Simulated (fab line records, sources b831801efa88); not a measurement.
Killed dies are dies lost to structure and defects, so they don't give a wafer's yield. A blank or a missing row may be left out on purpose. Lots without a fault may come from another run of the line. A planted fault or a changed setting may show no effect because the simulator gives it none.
Chamber matching | flow gf180mcu | GF_V2_CMP_04 on cmp-01: 4 sister chambers
The step polishes SiO2. 4 wafers are shown with their chamber, then 12 later ones without.

WAFERS WITH THEIR CHAMBER
wafer  | chamber | motor_current_A (A)
L093.3 | 0       | 12.6
L093.1 | 1       | 12.8
L093.2 | 3       | 13.3
L093.5 | 2       | 11.7

WAFERS WITHOUT THEIR CHAMBER
wafer  | motor_current_A (A)
L094.1 | 12.4
L094.4 | 12.0
L094.6 | 12.3
L094.2 | 11.6
L094.3 | 13.2
L094.5 | 12.5
L096.2 | 12.8
L096.3 | 10.9
L096.5 | 11.9
L097.2 | 12.3
L097.3 | 13.7
L097.6 | 12.2

WHICH CHAMBER EACH WENT THROUGH
wafer  | from the rows above          | in truth
L094.1 | can't be placed: 0 or 1 or 2 | 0
L094.4 | can't be placed: 2 or 0 or 1 | 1
L094.6 | can't be placed: 0 or 1 or 2 | 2
L094.2 | 2                            | 2
L094.3 | can't be placed: 3 or 1 or 0 | 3
L094.5 | can't be placed: 0 or 1      | 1
L096.2 | can't be placed: 1 or 0 or 3 | 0
L096.3 | 2                            | 2
L096.5 | can't be placed: 2 or 0      | 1
L097.2 | can't be placed: 0 or 1 or 2 | 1
L097.3 | can't be placed: 3 or 1      | 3
L097.6 | can't be placed: 0 or 2 or 1 | 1
Placed correctly: 2 of 12. Can't be placed from these rows: 10 (the true chamber is among the candidates in 9). Placed wrongly: 0.
How it was worked out, from the rows above alone: a wafer's distance from a chamber is the root of the sum, over the readings, of the square of ((its reading less the chamber's mean) divided by the reading's scatter). The wafer belongs to the nearest chamber; if the next one is less than 2 further off, it can't be placed. A chamber's mean is the mean of its shown wafers. The scatter: with one shown wafer a chamber, the root of the mean of the squares of how far each hidden wafer lies from its nearest shown one.
